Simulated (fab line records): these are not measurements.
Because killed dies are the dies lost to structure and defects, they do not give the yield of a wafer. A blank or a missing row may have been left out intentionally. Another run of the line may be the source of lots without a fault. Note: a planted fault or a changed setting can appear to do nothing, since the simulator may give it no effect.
Chamber matching || flow sky130 || hdpcvd-01 running SKY_VIA4_HDPCVD_00: 3 sister chambers
The step deposits SiO2, target thk 1750 nm, time 291.7 s. 3 wafers are shown with their chamber, then 8 later ones without.

## EACH WAFER AND ITS CHAMBER
{"wafer": "L630.1", "chamber": 2, "run-length-s (s)": 320.4}
{"wafer": "L630.5", "chamber": 0, "run-length-s (s)": 319.9}
{"wafer": "L631.3", "chamber": 1, "run-length-s (s)": 318.8}

## WAFERS WITHOUT THEIR CHAMBER
{"wafer": "L631.4", "run-length-s (s)": 318.8}
{"wafer": "L631.5", "run-length-s (s)": 320.5}
{"wafer": "L632.1", "run-length-s (s)": 319.1}
{"wafer": "L632.2", "run-length-s (s)": 320.0}
{"wafer": "L632.4", "run-length-s (s)": 320.6}
{"wafer": "L633.2", "run-length-s (s)": 320.6}
{"wafer": "L633.4", "run-length-s (s)": 318.4}
{"wafer": "L633.6", "run-length-s (s)": 320.3}

## WHICH CHAMBER EACH ONE RAN IN
{"wafer": "L631.4", "from the rows above": 1, "in truth": 1}
{"wafer": "L631.5", "from the rows above": 2, "in truth": 2}
{"wafer": "L632.1", "from the rows above": 1, "in truth": 1}
{"wafer": "L632.2", "from the rows above": "can't be placed: 0 or 2", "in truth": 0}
{"wafer": "L632.4", "from the rows above": 2, "in truth": 2}
{"wafer": "L633.2", "from the rows above": 2, "in truth": 2}
{"wafer": "L633.4", "from the rows above": 1, "in truth": 1}
{"wafer": "L633.6", "from the rows above": "can't be placed: 2 or 0", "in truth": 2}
Placed correctly: 6 of 8. From these rows, 2 cannot be placed; in 2 the true chamber is one of the candidates. 0 placed wrongly.
How it was worked out, from the rows above alone: a wafer's distance from a chamber is the root of the sum, over the readings, of the square of ((its reading less the chamber's mean) divided by the reading's scatter). The wafer belongs to the nearest chamber; if the next one is less than 2 further off, it can't be placed. A chamber's mean is the mean of its shown wafers. The scatter: root of mean squared gap, hidden wafer to nearest shown wafer, with one shown wafer a chamber.
